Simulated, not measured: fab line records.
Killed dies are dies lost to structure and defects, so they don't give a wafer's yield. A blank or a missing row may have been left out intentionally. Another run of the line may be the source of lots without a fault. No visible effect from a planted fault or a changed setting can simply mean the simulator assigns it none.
Comparing a struck lot with a sound one	flow sky130	19 steps out of a route of 708
Sound: wafers L402.1, L402.2, L402.6. Struck: wafers L395.4, L395.5, L395.6. At the end, the cause is stated.
Per side, at each step with rows, come the tool, then ch with its chambers, and then its first start. Under that, the readings that differ: sound wafers	struck wafers	difference of the means	sigmas: that difference in standard deviations of wafers without a fault.
alike: same words and numbers on both sides, and readings whose means sit less than 2 such deviations apart. not compared: any withheld reading, any reading some wafer has no value for, any bound like >300 that may hide the same value, and any number with overlapping values for which the record gives no deviation.
A row with sigmas, a row that says differs or no value, or rows on one side alone: a step with any of these is where the two part. Numbers that don't overlap but have no deviation are shown without sigmas and don't part them. Lack of a reading on every wafer of one side parts them only where that side has two or more wafers.

SKY_POLY_GATE_CD_MEAS_22:
  sound on cd sem-02, day 24 19:03; struck on cd sem-01, day 22 11:57
  alike: cd nm
then, 7 steps without rows for these wafers: SKY_LDD_N_DEHYDRATE_00 (time 60 s); SKY_LDD_N_HMDS_01 (prime time 60 s); SKY_LDD_N_COAT_02 (resist thk 300 nm); SKY_LDD_N_SOFTBAKE_03 (time 60 s); SKY_LDD_N_EXPOSE_04 (exposes mask NTM, target cd 840 nm); SKY_LDD_N_PEB_05; SKY_LDD_N_DEVELOP_06 (develop time 60 s).
SKY_LDD_N_OVL_MEAS_07:
  sound on overlay-01, day 26 00:43; struck on overlay-02, day 23 17:46
  alike: LDD_N_OVL
then, 3 steps without rows for these wafers: SKY_LDD_N_IMPLANT_08; SKY_LDD_N_IMPLANT_09; SKY_LDD_N_IMPLANT_10.
SKY_LDD_N_IMPLANT_11:
  sound on implanter-04 ch 0, day 26 01:11; struck on implanter-02, day 23 18:18
  no value came back on the struck wafers for beam energy keV, beam on s (s), end station pressure torr (Torr); on the sound wafers beam energy keV reads 19.989 19.994 19.991
then, 4 steps without rows for these wafers: SKY_LDD_N_IMPLANT_12; SKY_LDD_N_IMPLANT_13; SKY_LDD_N_IMPLANT_14; SKY_LDD_N_IMPLANT_15.
SKY_LDD_N_STRIP_16: strips in O2/N2.
  sound on plasma asher-01 ch 0,1, day 26 01:56; struck on plasma asher-04 ch 0,1, day 23 19:01
reading	sound	struck	difference	sigmas
strip time to endpoint s (s)	4.318 4.309 4.323	4.144 4.127 4.124	-0.185	-12
  alike: drypump motor current A, oes product au
  not compared: rf hours counter h
SKY_LDD_N_TW_MEAS_17:
  sound on film metro-02, day 26 02:02; struck on film metro-02, day 23 19:07
reading	sound	struck	difference	sigmas
LDD_N_TW	2590 2583 2592	2427 2445 2433	-153	-6

## WHERE THEY PART
Last at SKY_LDD_N_TW_MEAS_17 as far as this record goes, first at SKY_LDD_N_IMPLANT_11.

WHY: what had been put in by the simulator
At SKY_LDD_N_IMPLANT_11, the step was skipped entirely on implanter-02 from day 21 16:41 on. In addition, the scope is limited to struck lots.
